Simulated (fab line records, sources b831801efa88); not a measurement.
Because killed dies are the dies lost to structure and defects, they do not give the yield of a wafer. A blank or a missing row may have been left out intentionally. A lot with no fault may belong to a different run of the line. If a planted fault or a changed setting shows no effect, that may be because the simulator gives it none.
A struck lot beside a sound one    flow gf180mcu    20 out of 602 route steps
Sound: wafers L354.1, L354.2, L354.3. The struck wafers were L373.1, L373.2, L373.4. Last of all comes the cause.
Each step with rows lists, per side, the tool, then ch with its chambers, then its first start. Under that, the readings that differ: sound wafers    struck wafers    difference of the means    sigmas: that difference in standard deviations of wafers without a fault.
alike: a reading whose means differ by less than 2 such deviations, as well as words and numbers matching on both sides. not compared: withheld readings; readings where some wafer has no value; bounds like >300 that might hide an equal value; numbers whose values overlap and for which the record gives no deviation.
Wherever a step has rows on one side only, a row that says differs or no value, or a row with sigmas, the two part there. Non-overlapping numbers with no deviation appear without sigmas and do not part them. A reading that every wafer of one side lacks parts them only if that side has two wafers or more.

GF_V1_CMP_26: polishes, stops on SiO2, t overpolish 15 s, target thk 0 nm.
  sound on cmp-01 ch 0,2,3, day 17 21:25; struck on cmp-02 ch 0,2,3, day 24 23:47
  alike: motor current A, overpolish run s, platen rpm, retaining ring pressure frac, slurry flow ml min, time to endpoint s
GF_M2_SPUTTER_00: material Ti, target thk 37.5 nm, time 150 s.
  sound on pvd sputter-01, day 17 21:40; struck on pvd sputter-04, day 25 00:05
  alike: throttle valve pct
then, 1 step without rows for these wafers: GF_M2_SPUTTER_01 (material TiN, target thk 30 nm, time 25 s).
GF_M2_SPUTTER_02: material AlCu, target thk 450 nm, time 23.9 s.
  sound on pvd sputter-01, day 17 21:49; struck on pvd sputter-04, day 25 00:14
  alike: throttle valve pct
GF_M2_SPUTTER_03: material Ti, target thk 10 nm, time 6.7 s.
  sound on pvd sputter-01, day 17 21:51; struck on pvd sputter-04, day 25 00:17
  alike: throttle valve pct
GF_M2_SPUTTER_04: material TiN, target thk 50 nm, time 41.7 s.
  sound on pvd sputter-01, day 17 21:52; struck on pvd sputter-04, day 25 00:18
  alike: throttle valve pct
GF_M2_RS_MEAS_05: a four-point-probe measurement.
  sound on film metro-04, day 17 21:55; struck on film metro-02, day 25 00:20
  alike: M2_ALCU_RS
GF_M2_THK_MEAS_06: measures by xrf.
  sound on film metro-04, day 17 22:02; struck on film metro-02, day 25 00:28
  alike: M2_ALCU_THK
then, 4 steps without rows for these wafers: GF_M2_DEHYDRATE_07 (time 60 s); GF_M2_HMDS_08 (prime time 60 s); GF_M2_COAT_09 (resist thk 1000 nm); GF_M2_SOFTBAKE_10 (time 60 s).
GF_M2_EXPOSE_11: exposes mask Metal2, target cd 280 nm.
  sound on krf scanner-01 ch 0, day 18 09:29; struck on krf scanner-02 ch 0, day 25 11:04
reading               sound                 struck                difference  sigmas
exposure dose mJ cm2  28.344 28.353 28.346  27.267 27.284 27.306  -1.062      -39
  alike: mask, stage vel mm s
then, 2 steps without rows for these wafers: GF_M2_PEB_12 (peb time 90 s); GF_M2_DEVELOP_13 (develop time 60 s).
GF_M2_CD_MEAS_14: target cd 280 nm.
  sound on cd sem-02, day 18 21:36; struck on cd sem-01, day 25 21:49
reading     sound              struck             difference  sigmas
cd nm (nm)  278.0 277.4 279.0  279.1 263.7 275.2  -5.5        -5
GF_M2_OVL_MEAS_15:
  sound on overlay-02, day 18 21:43; struck on overlay-02, day 25 21:56
  alike: M2_OVL
GF_M2_METAL_ETCH_16: etches the open film in Cl2/BCl3, stops on SiO2, target depth 627.5 nm, time 104.6 s.
  sound on rie metal-01 ch 0,1, day 18 21:46; struck on rie metal-01 ch 0,1, day 25 21:59
reading              sound              struck             difference  sigmas
model.M2.cd nm (nm)  275.6 275.3 279.3  274.1 262.9 272.6  -6.9        
  alike: chamber pressure mTorr, drypump motor current A, oes product au, throttle valve pct
  not compared: rf hours counter h
then, 1 step without rows for these wafers: GF_M2_STRIP_17 (strips in O2/N2).
-- the record jumps here: 8 days lie between the struck wafers' starts before and after (it left off in module M2 and takes up again in module PASSIVATION, whose first step shown is number 602 of the route) --
GF_PASSIVATION_PROBE_99:
  sound on prober-02, day 28 21:59; struck on prober-02, day 34 01:59
reading                       sound                 struck                difference  sigmas
model.etest.met2.line ohm um  0.2579 0.2597 0.2522  0.2613 0.2762 0.2711  +0.0129     
  not compared: model.etest.met2.width nm

## WHERE THEY PART
Earliest at GF_M2_EXPOSE_11; latest, in this record, at GF_M2_CD_MEAS_14. Later steps at which nothing parts them and some readings are alike: GF_M2_OVL_MEAS_15, GF_M2_METAL_ETCH_16.

WHY: what the simulator had put in
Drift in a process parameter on krf scanner-02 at GF_M2_EXPOSE_11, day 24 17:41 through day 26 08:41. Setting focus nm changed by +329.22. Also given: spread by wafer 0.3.
